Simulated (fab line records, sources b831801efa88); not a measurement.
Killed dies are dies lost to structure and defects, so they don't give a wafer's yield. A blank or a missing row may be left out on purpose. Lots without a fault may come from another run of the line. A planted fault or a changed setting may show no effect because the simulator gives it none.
One fault seen from 2 desks | flow gf180mcu | each desk has only its own numbers; what lay behind them comes last

THE METROLOGY DESK
What the gauges read, lot by lot, whatever tool the lot ran on: means of the sampled wafers that have a number. A lot is out of limits, marked OUT, if its mean lies more than 4 standard deviations from the usual mean; the brackets give that distance.
Columns: A = cd_nm at GF_M5_CD_MEAS_07, usual 280.1 nm; B = M5_OVL at GF_M5_OVL_MEAS_08, usual -3 nm
lot  | first seen here | A     | B
L706 | day 26 23:39    | 279.8 | 3
L713 | day 29 07:08    | 279.3 | -3
L715 | day 29 23:39    | 280.7 | 0
L717 | day 30 06:26    | 279.1 | -2
L718 | day 30 14:41    | 281.3 | 3
L722 | day 31 15:50    | 279.7 | -5
L726 | day 32 13:22    | 280.7 | -11
This desk's finding: nothing out of limits on any of the 7 lots.

THE TOOL OWNER'S DESK: rie_diel-03
The tool's own readings at GF_M5_ETCH_09 (etches Si3N4 in CF4/O2, target depth 52 nm, time 11.6 s): means of the sampled wafers that have a number, for each lot that ran on this tool. A lot is out of limits, marked OUT, if its mean lies more than 4 standard deviations from the usual mean; the brackets give that distance.
Columns: A = drypump_motor_current_A at GF_M5_ETCH_09, usual 5.97 A; B = oes_product_au at GF_M5_ETCH_09, usual 1.001 a.u.; C = rf_fwd_power_W at GF_M5_ETCH_09, usual 788 W; D = throttle_valve_pct at GF_M5_ETCH_09, usual 5.972 %
lot  | first seen here | A    | B                | C              | D
L706 | day 26 23:47    | 6.08 | 0.990            | 787            | 5.972
L715 | day 29 23:47    | 6.01 | 1.084 (+8.8) OUT | 911 (+27) OUT  | 6.002
L717 | day 30 06:34    | 5.96 | 1.021            | 830 (+9.4) OUT | 5.978
L718 | day 30 14:49    | 5.99 | 1.073 (+7.7) OUT | 912 (+28) OUT  | 6.002
This desk's finding: out of limits on L715, L717, L718; first on L715, day 29 23:47 (oes_product_au at GF_M5_ETCH_09). In limits: L706.

PUT TOGETHER
The tool owner's desk could have raised an alarm at day 29 23:47, on L715, L717, L718.
The metrology desk saw nothing out of limits.
The metrology desk has L715, L717, L718 on record, within its limits.
Of the lots named, all ran GF_M5_ETCH_09 on rie_diel-03.

WHAT THE SIMULATOR HAD PUT IN
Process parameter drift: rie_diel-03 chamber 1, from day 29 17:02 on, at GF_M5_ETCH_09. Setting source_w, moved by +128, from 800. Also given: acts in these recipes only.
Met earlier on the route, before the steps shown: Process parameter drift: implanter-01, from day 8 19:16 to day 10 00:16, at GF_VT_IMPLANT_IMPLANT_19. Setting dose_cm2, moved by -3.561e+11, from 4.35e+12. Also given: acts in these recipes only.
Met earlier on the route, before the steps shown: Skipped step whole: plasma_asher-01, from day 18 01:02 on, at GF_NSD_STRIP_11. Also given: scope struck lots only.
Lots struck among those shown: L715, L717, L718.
Hours from the fault's start to each desk's first reading out of limits: the tool owner's desk, 7.
